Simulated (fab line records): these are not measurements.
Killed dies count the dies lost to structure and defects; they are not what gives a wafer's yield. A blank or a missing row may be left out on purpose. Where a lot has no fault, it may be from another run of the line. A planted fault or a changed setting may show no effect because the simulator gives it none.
Matching of chambers || flow gf180mcu || GF_V1_ETCH_16 on rie-diel-03: 4 sister chambers
The step etches BARC in N2/H2. 30 wafers are shown with their chamber, then 12 later ones without.

## WAFERS PAIRED WITH THEIR CHAMBERS
{"wafer": "L074.1", "chamber": 2, "drypump-motor-current-A (A)": 5.0, "oes-product-au (a.u.)": 0.839, "throttle-valve-pct (%)": 13.229}
{"wafer": "L074.2", "chamber": 1, "drypump-motor-current-A (A)": 6.5, "oes-product-au (a.u.)": 0.857, "throttle-valve-pct (%)": 13.215}
{"wafer": "L074.3", "chamber": 0, "drypump-motor-current-A (A)": 6.1, "oes-product-au (a.u.)": 0.853, "throttle-valve-pct (%)": 13.230}
{"wafer": "L074.4", "chamber": 1, "drypump-motor-current-A (A)": 6.5, "oes-product-au (a.u.)": 0.852, "throttle-valve-pct (%)": 13.207}
{"wafer": "L074.5", "chamber": 0, "drypump-motor-current-A (A)": 6.1, "oes-product-au (a.u.)": 0.847, "throttle-valve-pct (%)": 13.214}
{"wafer": "L074.6", "chamber": 2, "drypump-motor-current-A (A)": 5.0, "oes-product-au (a.u.)": 0.856, "throttle-valve-pct (%)": 13.225}
{"wafer": "L076.1", "chamber": 1, "drypump-motor-current-A (A)": 6.5, "oes-product-au (a.u.)": 0.848, "throttle-valve-pct (%)": 13.231}
{"wafer": "L076.2", "chamber": 0, "drypump-motor-current-A (A)": 6.1, "oes-product-au (a.u.)": 0.859, "throttle-valve-pct (%)": 13.227}
{"wafer": "L076.3", "chamber": 3, "drypump-motor-current-A (A)": 6.2, "oes-product-au (a.u.)": 0.855, "throttle-valve-pct (%)": 13.226}
{"wafer": "L076.4", "chamber": 2, "drypump-motor-current-A (A)": 5.0, "oes-product-au (a.u.)": 0.858, "throttle-valve-pct (%)": 13.221}
{"wafer": "L076.5", "chamber": 3, "drypump-motor-current-A (A)": 6.2, "oes-product-au (a.u.)": 0.851, "throttle-valve-pct (%)": 13.238}
{"wafer": "L076.6", "chamber": 2, "drypump-motor-current-A (A)": 5.0, "oes-product-au (a.u.)": 0.854, "throttle-valve-pct (%)": 13.239}
{"wafer": "L077.1", "chamber": 3, "drypump-motor-current-A (A)": 6.1, "oes-product-au (a.u.)": 0.855, "throttle-valve-pct (%)": 13.225}
{"wafer": "L077.2", "chamber": 0, "drypump-motor-current-A (A)": 6.1, "oes-product-au (a.u.)": 0.851, "throttle-valve-pct (%)": 13.236}
{"wafer": "L077.4", "chamber": 2, "drypump-motor-current-A (A)": 5.0, "oes-product-au (a.u.)": 0.851, "throttle-valve-pct (%)": 13.224}
{"wafer": "L080.1", "chamber": 3, "drypump-motor-current-A (A)": 6.2, "oes-product-au (a.u.)": 0.864, "throttle-valve-pct (%)": 13.205}
{"wafer": "L080.2", "chamber": 2, "drypump-motor-current-A (A)": 5.0, "oes-product-au (a.u.)": 0.856, "throttle-valve-pct (%)": 13.221}
{"wafer": "L080.5", "chamber": 3, "drypump-motor-current-A (A)": 6.2, "oes-product-au (a.u.)": 0.855, "throttle-valve-pct (%)": 13.219}
{"wafer": "L081.1", "chamber": 1, "drypump-motor-current-A (A)": 6.5, "oes-product-au (a.u.)": 0.848, "throttle-valve-pct (%)": 13.216}
{"wafer": "L081.5", "chamber": 0, "drypump-motor-current-A (A)": 6.0, "oes-product-au (a.u.)": 0.851, "throttle-valve-pct (%)": 13.205}
{"wafer": "L081.6", "chamber": 1, "drypump-motor-current-A (A)": 6.5, "oes-product-au (a.u.)": 0.850, "throttle-valve-pct (%)": 13.217}
{"wafer": "L083.2", "chamber": 2, "drypump-motor-current-A (A)": 5.0, "oes-product-au (a.u.)": 0.854, "throttle-valve-pct (%)": 13.225}
{"wafer": "L083.4", "chamber": 3, "drypump-motor-current-A (A)": 6.2, "oes-product-au (a.u.)": 0.857, "throttle-valve-pct (%)": 13.232}
{"wafer": "L083.5", "chamber": 2, "drypump-motor-current-A (A)": 5.0, "oes-product-au (a.u.)": 0.851, "throttle-valve-pct (%)": 13.228}
{"wafer": "L085.1", "chamber": 2, "drypump-motor-current-A (A)": 5.0, "oes-product-au (a.u.)": 0.845, "throttle-valve-pct (%)": 13.233}
{"wafer": "L085.2", "chamber": 0, "drypump-motor-current-A (A)": 6.0, "oes-product-au (a.u.)": 0.850, "throttle-valve-pct (%)": 13.227}
{"wafer": "L085.3", "chamber": 1, "drypump-motor-current-A (A)": 6.5, "oes-product-au (a.u.)": 0.857, "throttle-valve-pct (%)": 13.228}
{"wafer": "L085.4", "chamber": 3, "drypump-motor-current-A (A)": 6.1, "oes-product-au (a.u.)": 0.854, "throttle-valve-pct (%)": 13.227}
{"wafer": "L085.5", "chamber": 2, "drypump-motor-current-A (A)": 5.0, "oes-product-au (a.u.)": 0.856, "throttle-valve-pct (%)": 13.226}
{"wafer": "L085.6", "chamber": 3, "drypump-motor-current-A (A)": 6.1, "oes-product-au (a.u.)": 0.855, "throttle-valve-pct (%)": 13.219}

SIGNATURES (averages over the wafers above)
{"reading": "drypump-motor-current-A", "chamber 0": 6.067, "chamber 1": 6.500, "chamber 2": 5.000, "chamber 3": 6.162, "scatter within a chamber": 0.0351}
{"reading": "oes-product-au", "chamber 0": 0.85183, "chamber 1": 0.85200, "chamber 2": 0.85200, "chamber 3": 0.85575, "scatter within a chamber": 0.00471}
{"reading": "throttle-valve-pct", "chamber 0": 13.22317, "chamber 1": 13.21900, "chamber 2": 13.22710, "chamber 3": 13.22387, "scatter within a chamber": 0.0088}
Rule: a wafer lies at a distance from a chamber equal to the root of the sum of squares, over the readings, of (its reading less the chamber's mean, divided by the reading's scatter). If the next closest chamber is less than 2 further off than the closest, the wafer can't be placed; otherwise it belongs to the closest. How the scatter is found: for the shown wafers, subtract from each reading the mean of its chamber, square and add these, divide the total by (wafers less chambers), then take the root.

## WAFERS MISSING THEIR CHAMBER
{"wafer": "L086.2", "drypump-motor-current-A (A)": 6.1, "oes-product-au (a.u.)": 0.857, "throttle-valve-pct (%)": 13.228}
{"wafer": "L086.4", "drypump-motor-current-A (A)": 5.0, "oes-product-au (a.u.)": 0.864, "throttle-valve-pct (%)": 13.222}
{"wafer": "L086.6", "drypump-motor-current-A (A)": 6.5, "oes-product-au (a.u.)": 0.850, "throttle-valve-pct (%)": 13.235}
{"wafer": "L090.4", "drypump-motor-current-A (A)": 5.0, "oes-product-au (a.u.)": 0.855, "throttle-valve-pct (%)": 13.235}
{"wafer": "L090.5", "drypump-motor-current-A (A)": 6.5, "oes-product-au (a.u.)": 0.854, "throttle-valve-pct (%)": 13.225}
{"wafer": "L090.6", "drypump-motor-current-A (A)": 5.0, "oes-product-au (a.u.)": 0.857, "throttle-valve-pct (%)": 13.224}
{"wafer": "L091.1", "drypump-motor-current-A (A)": 6.5, "oes-product-au (a.u.)": 0.853, "throttle-valve-pct (%)": 13.223}
{"wafer": "L091.3", "drypump-motor-current-A (A)": 5.0, "oes-product-au (a.u.)": 0.850, "throttle-valve-pct (%)": 13.222}
{"wafer": "L091.6", "drypump-motor-current-A (A)": 6.2, "oes-product-au (a.u.)": 0.858, "throttle-valve-pct (%)": 13.238}
{"wafer": "L096.2", "drypump-motor-current-A (A)": 6.5, "oes-product-au (a.u.)": 0.849, "throttle-valve-pct (%)": 13.219}
{"wafer": "L096.4", "drypump-motor-current-A (A)": 6.1, "oes-product-au (a.u.)": 0.855, "throttle-valve-pct (%)": 13.213}
{"wafer": "L096.5", "drypump-motor-current-A (A)": 6.2, "oes-product-au (a.u.)": 0.858, "throttle-valve-pct (%)": 13.230}

## EACH ONE'S CHAMBER
{"wafer": "L086.2", "from the rows above": "can't be placed: 0 or 3", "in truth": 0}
{"wafer": "L086.4", "from the rows above": 2, "in truth": 2}
{"wafer": "L086.6", "from the rows above": 1, "in truth": 1}
{"wafer": "L090.4", "from the rows above": 2, "in truth": 2}
{"wafer": "L090.5", "from the rows above": 1, "in truth": 1}
{"wafer": "L090.6", "from the rows above": 2, "in truth": 2}
{"wafer": "L091.1", "from the rows above": 1, "in truth": 1}
{"wafer": "L091.3", "from the rows above": 2, "in truth": 2}
{"wafer": "L091.6", "from the rows above": 3, "in truth": 3}
{"wafer": "L096.2", "from the rows above": 1, "in truth": 1}
{"wafer": "L096.4", "from the rows above": "can't be placed: 0 or 3", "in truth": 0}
{"wafer": "L096.5", "from the rows above": 3, "in truth": 3}
Placed correctly: 10 of 12. From these rows, 2 cannot be placed; in 2 the true chamber is one of the candidates. Wrongly placed: 0.
